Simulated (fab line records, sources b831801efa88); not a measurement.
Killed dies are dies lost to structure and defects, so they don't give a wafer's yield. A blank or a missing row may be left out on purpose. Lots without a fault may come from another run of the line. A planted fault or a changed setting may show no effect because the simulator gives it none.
Which tool did it? | flow gf180mcu | 13 lots, 39 wafers sampled, at 6 steps of a route of 602

WHAT THE GAUGES READ, wafer by wafer
GF_PSD_RS_MEAS_14: measures by four-point-probe. Usual: NSD_RS 46.14 ohm/sq, standard deviation 0.083.
lot  | measured     | on            | NSD_RS (ohm/sq)   | flag
L177 | day 14 11:16 | film_metro-02 | 46.11 46.17 46.12 |
L179 | day 14 17:44 | film_metro-01 | 46.10 46.20 46.12 |
L180 | day 15 03:29 | film_metro-01 | 46.19 46.22 46.20 |
L181 | day 15 08:12 | film_metro-01 | 46.15 46.12 46.20 |
L184 | day 16 19:01 | film_metro-02 | 49.03 48.98 48.89 | OFF
L185 | day 16 22:32 | film_metro-04 | 48.95 49.01 48.97 | OFF
L186 | day 17 16:31 | film_metro-02 | 48.88 48.84 48.90 | OFF
L188 | day 17 22:29 | film_metro-01 | 48.91 48.78 48.98 | OFF
L194 | day 20 18:57 | film_metro-02 | 46.11 46.03 46.06 |
L196 | day 20 21:11 | film_metro-02 | 46.06 46.02 46.16 |
L197 | day 21 21:11 | film_metro-04 | 46.09 46.25 46.27 |
L199 | day 22 01:14 | film_metro-02 | 46.18 46.19 46.12 |
L200 | day 22 13:29 | film_metro-02 | 46.03 45.93 45.98 |

GF_PSD_RS_MEAS_15: measures by four-point-probe. Usual: PSD_RS 108.60 ohm/sq, standard deviation 0.3.
lot  | measured     | on            | PSD_RS (ohm/sq)      | flag
L177 | day 14 11:23 | film_metro-02 | 109.09 108.95 108.89 |
L179 | day 14 17:52 | film_metro-01 | 108.66 108.43 108.53 |
L180 | day 15 03:36 | film_metro-01 | 108.79 108.93 109.04 |
L181 | day 15 08:19 | film_metro-01 | 108.47 108.56 108.62 |
L184 | day 16 19:08 | film_metro-02 | 123.37 123.26 123.05 | OFF
L185 | day 16 22:39 | film_metro-04 | 123.27 123.24 122.70 | OFF
L186 | day 17 16:38 | film_metro-02 | 122.86 122.73 122.92 | OFF
L188 | day 17 22:36 | film_metro-01 | 123.18 122.97 122.89 | OFF
L194 | day 20 19:04 | film_metro-02 | 108.38 107.83 107.95 |
L196 | day 20 21:19 | film_metro-02 | 108.49 108.38 108.40 |
L197 | day 21 21:19 | film_metro-04 | 108.80 108.91 108.92 |
L199 | day 22 01:21 | film_metro-02 | 108.62 108.60 108.47 |
L200 | day 22 13:36 | film_metro-02 | 108.39 108.11 108.04 |

GF_SALICIDE_RS_MEAS_04: measures by four-point-probe. Usual: SALICIDE_TIN_RS 16.3 ohm/sq, standard deviation 0.3.
lot  | measured     | on            | SALICIDE_TIN_RS (ohm/sq) | flag
L177 | day 15 08:08 | film_metro-04 | 16.2 16.2 16.3           |
L179 | day 15 15:21 | film_metro-04 | 16.2 16.0 16.3           |
L180 | day 16 02:00 | film_metro-03 | 16.6 16.1 16.5           |
L181 | day 16 06:15 | film_metro-01 | 16.1 16.2 16.1           |
L184 | day 17 17:49 | film_metro-01 | 16.6 16.7 16.5           |
L185 | day 17 22:02 | film_metro-04 | 16.2 16.1 16.2           |
L186 | day 18 17:01 | film_metro-03 | 16.4 16.4 16.3           |
L188 | day 18 23:17 | film_metro-03 | 16.2 16.2 16.7           |
L194 | day 21 19:18 | film_metro-04 | 16.5 16.6 16.7           |
L196 | day 21 21:34 | film_metro-01 | 16.8 16.8 16.9           |
L197 | day 22 20:51 | film_metro-01 | 15.9 15.8 15.9           |
L199 | day 23 01:09 | film_metro-04 | 16.7 16.2 16.1           |
L200 | day 23 12:22 | film_metro-04 | 16.0 15.7 16.0           |

GF_CONTACT_THK_MEAS_03. Usual: CONTACT_CVD_02_THK 863 nm, standard deviation 11.
lot  | measured     | on            | CONTACT_CVD_02_THK (nm) | flag
L177 | day 15 08:52 | film_metro-03 | 849 860 863             |
L179 | day 15 15:59 | film_metro-01 | 855 863 864             |
L180 | day 16 02:39 | film_metro-01 | 860 871 877             |
L181 | day 16 06:53 | film_metro-02 | 846 866 879             |
L184 | day 17 18:29 | film_metro-01 | 856 859 853             |
L185 | day 17 22:43 | film_metro-02 | 859 879 873             |
L186 | day 18 17:52 | film_metro-02 | 851 868 872             |
L188 | day 19 00:01 | film_metro-02 | 866 870 875             |
L194 | day 21 19:56 | film_metro-01 | 856 855 865             |
L196 | day 21 22:13 | film_metro-01 | 859 854 850             |
L197 | day 22 21:30 | film_metro-02 | 850 850 871             |
L199 | day 23 01:49 | film_metro-03 | 863 852 881             |
L200 | day 23 13:01 | film_metro-03 | 840 879 852             |

WHICH TOOL RAN EACH LOT (tool, then ch and the chambers of the sampled wafers, then the start)
lot  | GF_PSD_RTA_13                    | GF_SALICIDE_RTA_06
L177 | rtp_anneal-02 ch 0, day 14 11:11 | rtp_anneal-01 ch 0, day 15 08:19
L179 | rtp_anneal-02 ch 0, day 14 17:39 | rtp_anneal-02 ch 0, day 15 15:31
L180 | rtp_anneal-01 ch 0, day 15 03:24 | rtp_anneal-02 ch 0, day 16 02:11
L181 | rtp_anneal-02 ch 0, day 15 08:07 | rtp_anneal-01 ch 0, day 16 06:26
L184 | rtp_anneal-01 ch 0, day 16 18:56 | rtp_anneal-01 ch 0, day 17 18:00
L185 | rtp_anneal-01 ch 0, day 16 22:26 | rtp_anneal-02 ch 0, day 17 22:13
L186 | rtp_anneal-01 ch 0, day 17 16:26 | rtp_anneal-02 ch 0, day 18 17:12
L188 | rtp_anneal-01 ch 0, day 17 22:24 | rtp_anneal-01 ch 0, day 18 23:28
L194 | rtp_anneal-02 ch 0, day 20 18:52 | rtp_anneal-02 ch 0, day 21 19:29
L196 | rtp_anneal-01 ch 0, day 20 21:06 | rtp_anneal-01 ch 0, day 21 21:45
L197 | rtp_anneal-02 ch 0, day 21 21:06 | rtp_anneal-02 ch 0, day 22 21:02
L199 | rtp_anneal-01 ch 0, day 22 01:08 | rtp_anneal-02 ch 0, day 23 01:20
L200 | rtp_anneal-01 ch 0, day 22 13:24 | rtp_anneal-02 ch 0, day 23 12:33
- GF_PSD_RTA_13: time 20 s.
- GF_SALICIDE_RTA_06: time 30 s.

WHAT THE TOOLS THEMSELVES READ (means of the sampled wafers that have a number; where no wafer has one, the mark that the record gives instead)
GF_PSD_RTA_13. Usual: lamp_power_pct 34 %, standard deviation 3.1; wafer_temp_C_max 1030.1, standard deviation 1.5.
lot  | tool          | lamp_power_pct (%) | wafer_temp_C_max | flag
L177 | rtp_anneal-02 | 37                 | 1030.9           |
L179 | rtp_anneal-02 | 37                 | 1031.2           |
L180 | rtp_anneal-01 | 31                 | 1028.8           |
L181 | rtp_anneal-02 | 37                 | 1032.8           |
L184 | rtp_anneal-01 | 29                 | 1007.6           | OFF
L185 | rtp_anneal-01 | 29                 | 1007.1           | OFF
L186 | rtp_anneal-01 | 29                 | 1008.2           | OFF
L188 | rtp_anneal-01 | 29                 | 1007.9           | OFF
L194 | rtp_anneal-02 | 37                 | 1030.5           |
L196 | rtp_anneal-01 | 31                 | 1029.2           |
L197 | rtp_anneal-02 | 37                 | 1030.5           |
L199 | rtp_anneal-01 | 31                 | 1029.8           |
L200 | rtp_anneal-01 | 31                 | 1029.6           |

GF_SALICIDE_RTA_06. Usual: lamp_power_pct 6.3 %, standard deviation 0.55; wafer_temp_C_max 532.8, standard deviation 0.74.
lot  | tool          | lamp_power_pct (%) | wafer_temp_C_max | flag
L177 | rtp_anneal-01 | 5.6                | 532.0            |
L179 | rtp_anneal-02 | 6.7                | 533.0            |
L180 | rtp_anneal-02 | 6.7                | 533.3            |
L181 | rtp_anneal-01 | 5.6                | 532.0            |
L184 | rtp_anneal-01 | 5.6                | 532.2            |
L185 | rtp_anneal-02 | 6.7                | 533.1            |
L186 | rtp_anneal-02 | 6.7                | 533.2            |
L188 | rtp_anneal-01 | 5.6                | 531.9            |
L194 | rtp_anneal-02 | 6.7                | 533.2            |
L196 | rtp_anneal-01 | 5.6                | 531.9            |
L197 | rtp_anneal-02 | 6.7                | 532.7            |
L199 | rtp_anneal-02 | 6.7                | 533.4            |
L200 | rtp_anneal-02 | 6.7                | 532.9            |

THE ANSWER, worked out from the rows above alone
Rule: a lot is off if the mean of its wafers that have a number lies more than 3 standard deviations from the usual mean. A lot without any number at a reading at which 4 lots or more have one is off too. The other lots that the step has rows for count as sound. The gauges are gone through in route order, then the tools' own readings, and for those a lot's mean is taken as printed above. The first step at which some lot is off is used, and at that step the reading that is off furthest; a lot without a number counts as furthest.
Off: L184, L185, L186, L188, at GF_PSD_RS_MEAS_14 (NSD_RS).
A tool fits if, at a process step before that reading, it ran every lot that is off, and no sound lot after the first of them. The gauges at GF_PSD_RS_MEAS_14 aren't tried: what is off there is off at GF_PSD_RTA_13 too, on other tools, and a gauge's error can't cause that. None of those tried fits.

WHAT THE SIMULATOR HAD PUT IN
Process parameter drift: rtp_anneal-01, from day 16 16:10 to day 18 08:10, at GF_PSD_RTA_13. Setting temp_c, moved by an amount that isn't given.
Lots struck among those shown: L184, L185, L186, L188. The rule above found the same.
